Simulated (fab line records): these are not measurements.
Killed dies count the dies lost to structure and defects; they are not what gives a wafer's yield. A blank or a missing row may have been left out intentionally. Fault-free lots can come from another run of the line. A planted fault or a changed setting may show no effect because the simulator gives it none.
Check for tools in common | flow gf180mcu | 45 wafers sampled across 13 lots

== WHY THIS WAS OPENED ==
2 of 13 lots carry a flag on the reading NWELL_OVL at GF_NWELL_OVL_MEAS_07. Wafers without a fault read -0.4 nm, standard deviation 1.5.
Rule: a lot gets a flag if all its wafers with a number sit over 4 standard deviations from that mean, or if no wafer of it has a number. All remaining lots are regarded as sound.

lot  | measured    | on         | NWELL_OVL (nm), wafer by wafer | flag
L762 | day 3 06:45 | overlay-01 | 2.0 2.7 1.1                    |
L765 | day 4 00:23 | overlay-02 | -1.8 -1.8 -1.5                 |
L766 | day 4 05:12 | overlay-02 | 0.7 0.9 1.9                    |
L767 | day 4 10:48 | overlay-01 | -1.3 -1.4 -3.6                 |
L769 | day 4 22:33 | overlay-01 | 0.6 -0.5 -2.5                  |
L770 | day 5 01:48 | overlay-02 | 0.4 -0.9 -0.5                  |
L771 | day 5 11:00 | overlay-02 | -1.5 -0.1 -2.3                 |
L775 | day 6 07:01 | overlay-01 | 38.4 40.6 39.4 36.9 39.3 38.5  | FLAGGED
L776 | day 6 11:12 | overlay-01 | 38.3 39.6 38.7 37.6 38.9 37.9  | FLAGGED
L779 | day 7 05:11 | overlay-01 | -0.6 -0.7 -0.5                 |
L781 | day 7 14:52 | overlay-01 | 0.3 -1.8 -1.6                  |
L783 | day 8 03:45 | overlay-01 | -2.8 -2.2 -1.2                 |
L784 | day 8 08:05 | overlay-01 | -0.2 0.8 0.4                   |
On average the flagged lots' numbers are 38.7 nm, which is +39.1 nm against the usual, or +26 standard deviations.

== WHICH TOOL RAN EACH LOT ==
The record holds 1 process step before the reading, out of a route of 602 steps. Cell contents, in order: the tool; ch with the chambers the sampled wafers went through; the start.
lot  | flag    | GF_NWELL_EXPOSE_04
L762 |         | iline stepper-01 ch 0, day 3 00:56
L765 |         | iline stepper-02 ch 0, day 3 17:35
L766 |         | iline stepper-02 ch 0, day 3 22:44
L767 |         | iline stepper-02 ch 0, day 4 04:56
L769 |         | iline stepper-01 ch 0, day 4 16:21
L770 |         | iline stepper-01 ch 0, day 4 19:17
L771 |         | iline stepper-02 ch 0, day 5 03:56
L775 | FLAGGED | iline stepper-01 ch 0, day 5 23:48
L776 | FLAGGED | iline stepper-01 ch 0, day 6 03:49
L779 |         | iline stepper-02 ch 0, day 6 21:38
L781 |         | iline stepper-02 ch 0, day 7 07:34
L783 |         | iline stepper-02 ch 0, day 7 19:40
L784 |         | iline stepper-02 ch 0, day 8 00:16
What is done by these steps:
- GF_NWELL_EXPOSE_04: exposes mask Nwell, target cd 860 nm.
- GF_NWELL_OVL_MEAS_07

== FLAGGED AGAINST TOTAL, ONE TOOL AT A TIME (gauges that did the reading follow at the end) ==
step                 | tool             | lots run | flagged | share of the flagged lots | sound lots run after its first flagged lot
GF_NWELL_EXPOSE_04   | iline stepper-01 | 5        | 2       | all                       | 0
GF_NWELL_EXPOSE_04   | iline stepper-02 | 8        | 0       | none                      | -
GF_NWELL_OVL_MEAS_07 | overlay-01       | 9        | 2       | all                       | 4 (L779,L781,L783,L784)
GF_NWELL_OVL_MEAS_07 | overlay-02       | 4        | 0       | none                      | -

== THE TABLE: WHAT IT ALLOWS ==
2 rows of the table ran every flagged lot: iline stepper-01 at GF_NWELL_EXPOSE_04, overlay-01 at GF_NWELL_OVL_MEAS_07.
- iline stepper-01 at GF_NWELL_EXPOSE_04: 2 of its 5 lots flagged. Last sound lot L770 at day 4 19:17, first flagged lot L775 at day 5 23:48; a fault beginning in between fits.
- overlay-01 at GF_NWELL_OVL_MEAS_07: 2 of its 9 lots flagged. Sound lots followed the first flagged one (L779, L781, L783, L784) on it, something a lasting fault affecting the whole tool could not allow.
Left over: one tool, iline stepper-01 at GF_NWELL_EXPOSE_04.

== WHAT HAD BEEN PUT IN BY THE SIMULATOR ==
Scanner matching overlay: iline stepper-01, from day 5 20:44 on, at GF_NWELL_EXPOSE_04. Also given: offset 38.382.
Lots struck among those shown: L775, L776. Same finding as the rule above.
